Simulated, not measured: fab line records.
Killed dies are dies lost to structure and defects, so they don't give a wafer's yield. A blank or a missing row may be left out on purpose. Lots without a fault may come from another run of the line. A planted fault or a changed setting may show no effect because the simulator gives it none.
Which of the tools did it? ; flow gf180mcu ; 12 lots, 36 wafers sampled, at 3 steps of a route of 602

== WHAT EACH GAUGE READ, for each wafer ==
GF_STI_THK_MEAS_04. Usual: STI_CVD_03_THK typically reads 207.5 nm, with standard deviation 1.5.
lot;measured;on;STI_CVD_03_THK (nm);flag
L844;day 1 13:35;film metro-02;207.2 208.8 207.8;
L845;day 1 18:35;film metro-03;209.4 209.3 210.0;
L846;day 1 23:34;film metro-03;207.1 208.2 206.4;
L847;day 2 04:35;film metro-03;207.9 208.3 206.3;
L849;day 2 14:35;film metro-03;205.8 206.4 207.3;
L851;day 3 01:19;film metro-02;206.1 206.7 207.2;
L858;day 4 11:34;film metro-01;208.3 209.3 208.4;
L860;day 4 22:04;film metro-03;205.0 204.2 204.6;
L862;day 5 08:39;film metro-03;207.2 208.5 207.1;
L864;day 5 19:17;film metro-03;208.4 206.9 206.4;
L866;day 6 04:38;film metro-02;208.5 207.7 206.9;
L867;day 6 08:52;film metro-03;209.6 211.3 211.2;

GF_VT_IMPLANT_RS_MEAS_48: the measuring method here is four-point-probe. Usual: LVPWELL_RS typically reads 1197.6 ohm/sq, with standard deviation 3.
lot;measured;on;LVPWELL_RS (ohm/sq);flag
L844;day 7 13:25;film metro-04;1194.3 1197.1 1197.7;
L845;day 7 19:55;film metro-04;1196.5 1198.4 1197.3;
L846;day 8 06:01;film metro-02;1198.3 1196.5 1198.3;
L847;day 8 12:53;film metro-02;1171.8 1171.7 1171.3;OFF
L849;day 8 21:41;film metro-02;1203.3 1200.5 1203.7;
L851;day 9 12:28;film metro-02;1172.8 1170.6 1169.7;OFF
L858;day 11 13:17;film metro-01;1194.2 1196.5 1198.5;
L860;day 11 23:58;film metro-02;1199.3 1200.7 1198.1;
L862;day 12 13:31;film metro-01;1193.7 1195.4 1192.2;
L864;day 13 03:52;film metro-04;1202.4 1199.4 1199.0;
L866;day 13 18:14;film metro-04;1197.1 1195.8 1195.4;
L867;day 13 23:29;film metro-02;1199.7 1197.3 1198.7;

== WHICH TOOL RAN EACH LOT (tool, then ch and the chambers of the sampled wafers, then the start) ==
lot;GF_LVPWELL_IMPLANT_09
L844;implanter-01 ch 0, day 3 20:50
L845;implanter-02 ch 0, day 4 00:43
L846;implanter-01 ch 0, day 4 11:05
L847;implanter-01 ch 0, day 4 15:26
L849;implanter-04 ch 0, day 4 23:14
L851;implanter-01 ch 0, day 5 12:02
L858;implanter-04 ch 0, day 7 05:47
L860;implanter-04 ch 0, day 7 15:02
L862;implanter-02 ch 0, day 8 03:24
L864;implanter-02 ch 0, day 8 15:39
L866;implanter-04 ch 0, day 9 02:40
L867;implanter-04 ch 0, day 9 06:49
- GF_LVPWELL_IMPLANT_09

== WHAT THE TOOLS THEMSELVES READ (means of the sampled wafers that have a number; where no wafer has one, the mark that the record gives instead) ==
GF_LVPWELL_IMPLANT_09. Usual: beam on s 10.03 s, standard deviation 0.2; dose ions cm2 5e+12, standard deviation 5.7e+09; end station pressure torr 5.02e-06 Torr, standard deviation 2.7e-07; faraday current uA 28.1, standard deviation 0.55.
lot;tool;beam on s (s);dose ions cm2;end station pressure torr (Torr);faraday current uA;flag
L844;implanter-01;10.00;5e+12;4.74e-06;28.3;
L845;implanter-02;9.77;5e+12;4.81e-06;28.9;
L846;implanter-01;10.14;5e+12;4.90e-06;27.8;
L847;implanter-01;11.30;5e+12;5.08e-06;24.9;OFF
L849;implanter-04;9.94;5e+12;5.05e-06;28.4;
L851;implanter-01;11.60;5e+12;4.94e-06;24.3;OFF
L858;implanter-04;9.97;5e+12;5.02e-06;28.3;
L860;implanter-04;9.93;5e+12;5.16e-06;28.4;
L862;implanter-02;9.86;5e+12;4.79e-06;28.5;
L864;implanter-02;9.89;5e+12;5.11e-06;28.5;
L866;implanter-04;10.00;5e+12;5.24e-06;28.1;
L867;implanter-04;9.90;5e+12;5.24e-06;28.4;

== THE ANSWER, worked out from the rows above alone ==
Rule: lot off if the mean of its wafers having a number is beyond 3 standard deviations from the usual mean. A lot without any number at a reading at which 4 lots or more have one is off too. The other lots that the step has rows for count as sound. Order of review: gauges by route order, followed by the tools' own readings, for which a lot's mean as printed above is used. At the first step where some lot is off, the reading lying furthest off is the one used; lots without a number count as furthest.
Off: at GF_VT_IMPLANT_RS_MEAS_48 (LVPWELL_RS), L847, L851.
If a tool, at a process step before that reading, ran all the lots that are off and no sound lot after the first of them, it fits. Not tried: the gauges at GF_VT_IMPLANT_RS_MEAS_48; whatever is off there is also off at GF_LVPWELL_IMPLANT_09, on other tools, and gauge error can't account for it. One candidate fits, namely implanter-01 at GF_LVPWELL_IMPLANT_09. Its last sound lot is L846 (day 4 11:05), its first lot that is off L847 (day 4 15:26): a fault that began between those two fits.
The tool's own readings at GF_LVPWELL_IMPLANT_09 bear it out: on the lots that are off they differ by more than 5 times the standard deviation of the sound lots' means. beam on s reads 11.45 s there against 9.94 s on the sound lots; faraday current uA reads 24.6 there against 28.4 on the sound lots.

== WHAT WAS PUT IN BY THE SIMULATOR ==
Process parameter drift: implanter-01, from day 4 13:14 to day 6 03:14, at GF_LVPWELL_IMPLANT_09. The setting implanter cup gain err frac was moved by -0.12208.
Lots struck among those shown: L847, L851. The rule above found the same.
